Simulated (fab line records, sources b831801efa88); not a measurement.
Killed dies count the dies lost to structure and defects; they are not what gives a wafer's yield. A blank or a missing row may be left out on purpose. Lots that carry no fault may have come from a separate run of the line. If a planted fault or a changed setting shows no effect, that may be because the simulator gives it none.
What tool caused it? + flow sky130 + 18 wafers sampled from 6 lots at 1 step of a route of 708

WHAT EACH GAUGE READ, for each wafer
SKY_METAL1_CD_MEAS_15 targets a cd of 140 nm.
| lot  | measured     | on       | cdNm (nm)         |
|------|--------------|----------|-------------------|
| L806 | day 33 11:03 | cdSem-02 | 138.1 137.4 138.7 |
| L809 | day 34 13:05 | cdSem-01 | 139.8 138.0 138.5 |
| L812 | day 36 15:04 | cdSem-02 | 138.9 139.1 138.7 |
| L814 | day 37 01:16 | cdSem-02 | 138.9 138.0 138.0 |
| L817 | day 37 15:13 | cdSem-01 | 137.9 137.1 137.6 |
| L821 | day 38 04:47 | cdSem-01 | 138.1 139.3 138.0 |

WHAT TOOL EACH LOT RAN ON (gives the tool, then ch and the chambers of the sampled wafers, and finally the start)
The record shows no process step preceding these readings.

THE ANSWER, worked out from the rows above alone
Rule: what is usual is taken from the lots themselves. The widest of any qualifying gaps counts: lots, ordered by their means at a reading, are off when they make up no more than a third of the lots, leave a main group of 4 or more, and stand apart from it by 3 or more times the standard deviation of that group's means. A main group is skipped when, at the precision printed for the reading in the tables above, its means are all equal. A lot without any number at a reading at which 4 lots or more have one is off too. All remaining lots with rows at the step are treated as sound.
No lot is off at any reading shown: from this, nothing can be told.

WHAT THE SIMULATOR PUT IN
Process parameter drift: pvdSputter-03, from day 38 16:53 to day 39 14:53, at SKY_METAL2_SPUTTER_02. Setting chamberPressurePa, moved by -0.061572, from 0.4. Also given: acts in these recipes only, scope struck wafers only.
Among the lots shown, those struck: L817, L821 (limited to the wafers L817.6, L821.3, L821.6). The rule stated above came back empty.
